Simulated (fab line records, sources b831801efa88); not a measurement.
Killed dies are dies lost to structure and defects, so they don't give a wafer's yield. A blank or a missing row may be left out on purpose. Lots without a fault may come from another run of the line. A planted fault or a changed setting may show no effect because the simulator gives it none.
A struck lot beside a sound one | flow sky130 | 16 steps out of a route of 708
Sound: wafers L234.2, L234.4, L234.6. Struck: wafers L233.3, L233.4, L233.5. The cause comes at the end.
At each step with rows: each side's tool, then ch and its chambers, then its first start. Under that, the readings that differ: sound wafers | struck wafers | difference of the means | sigmas: that difference in standard deviations of wafers without a fault.
alike: readings whose means differ by less than 2 such deviations, and words and numbers that are the same on both sides. not compared: withheld readings, readings that some wafer has no value for, bounds like >300 that may hide the same value, and numbers for which the record gives no deviation and whose values overlap.
The two part at a step that has a row with sigmas, a row that says differs or no value, or rows on one side only. Numbers that don't overlap but have no deviation are shown without sigmas and don't part them. A reading that every wafer of one side lacks parts them only if that side has two wafers or more.

SKY_VIA2_BOW_MEAS_03:
  sound on film_metro-01, day 40 04:13; struck on film_metro-04, day 39 21:38
  alike: VIA2_BOW
then, 8 steps without rows for these wafers: SKY_VIA2_DEHYDRATE_04 (time 60 s); SKY_VIA2_HMDS_05 (prime time 60 s); SKY_VIA2_COAT_06 (resist thk 60 nm); SKY_VIA2_COAT_07 (resist thk 450 nm); SKY_VIA2_SOFTBAKE_08 (time 90 s); SKY_VIA2_EXPOSE_09 (exposes mask VIM2, target cd 200 nm); SKY_VIA2_PEB_10; SKY_VIA2_DEVELOP_11 (develop time 60 s).
SKY_VIA2_CD_MEAS_12: target cd 200 nm.
  sound on cd_sem-01, day 41 04:56; struck on cd_sem-01, day 40 22:32
  alike: cd_nm
SKY_VIA2_OVL_MEAS_13:
  sound on overlay-01, day 41 05:02; struck on overlay-01, day 40 22:38
  alike: VIA2_OVL
SKY_VIA2_ETCH_14: etches BARC in N2/H2, stops on SiO2, time 45.9 s, target depth 60 nm.
  sound on rie_diel-01 ch 0,1,3, day 41 05:04; struck on rie_diel-01 ch 1,2,3, day 40 22:40
  alike: bias_w, chamber_pressure_mTorr, drypump_motor_current_A, oes_product_au, throttle_valve_pct
  not compared: rf_hours_counter_h
SKY_VIA2_ETCH_15: etches SiO2 in C4F8/O2/Ar, stops on TiN, target depth 546 nm, time 84 s.
  sound on rie_diel-01 ch 0,1,3, day 41 05:07; struck on rie_diel-01 ch 1,2,3, day 40 22:42
  no value came back on the struck wafers for bias_w (W), chamber_pressure_mTorr (mTorr), oes_product_au (a.u.), time_s (s); on the sound wafers bias_w (W) reads 1202 1196 1199
  reading                                     | sound             | struck            | difference | sigmas
  model.KrF-thick_of_VIA2_COAT_07.thk_nm (nm) | 281.1 287.9 280.9 | 391.6 395.2 393.9 | +110.3     |
  not compared: rf_hours_counter_h, model.VIA2.cd_nm
SKY_VIA2_STRIP_16: strips in O2/N2.
  sound on plasma_asher-03 ch 1, day 41 05:10; struck on plasma_asher-01 ch 0,1, day 40 22:48
  reading                      | sound             | struck            | difference | sigmas
  oes_product_au (a.u.)        | 0.398 0.402 0.398 | 0.449 0.450 0.451 | +0.051     | +10
  strip_time_to_endpoint_s (s) | 4.02 4.10 4.00    | 5.20 5.23 5.23    | +1.18      | +36
  alike: drypump_motor_current_A
  not compared: rf_hours_counter_h
then, 1 step without rows for these wafers: SKY_VIA2_STRIP_17 (strips in post etch residue remover, time 1200 s).
-- the record jumps here: 9 days lie between the struck wafers' starts before and after (it left off in module VIA2 and takes up again in module PAD_OPEN, whose first step shown is number 708 of the route) --
SKY_PAD_OPEN_PROBE_99:
  sound on prober-01, day 49 15:05; struck on prober-02, day 49 13:38
  reading                  | sound          | struck         | difference | sigmas
  defect_limited_yield (%) | 84.1 79.7 81.1 | 0 0 0          | -82        | -43
  killed_at_M0_to_M3       | 36 38 49       | 442 450 448    | +406       | +61
  killed_at_front_end      | 23 26 25       | 13 13 11       | -12        | -3
  killed_dies              | 78 100 93      | 492 492 492    | +402       | +43
  killed_on_rim            | 20 17 23       | 96 96 96       | +76        | +20
  sort_bin_5_function (%)  | 9.6 12.0 12.8  | 93.1 92.1 94.7 | +81.8      | +58
  sort_n_pass              | 414 392 399    | 0 0 0          | -402       | -43
  sort_yield_pct (%)       | 84.1 79.7 81.1 | 0 0 0          | -82        | -43
  alike: killed_at_M4_up, killed_at_contacts, killed_at_other, killed_open, killed_short, sort_bin_3_pad_short, sort_bin_6_memory

WHERE THEY PART
First at SKY_VIA2_ETCH_15; last, within this record, at SKY_PAD_OPEN_PROBE_99.

WHY: what the simulator had put in
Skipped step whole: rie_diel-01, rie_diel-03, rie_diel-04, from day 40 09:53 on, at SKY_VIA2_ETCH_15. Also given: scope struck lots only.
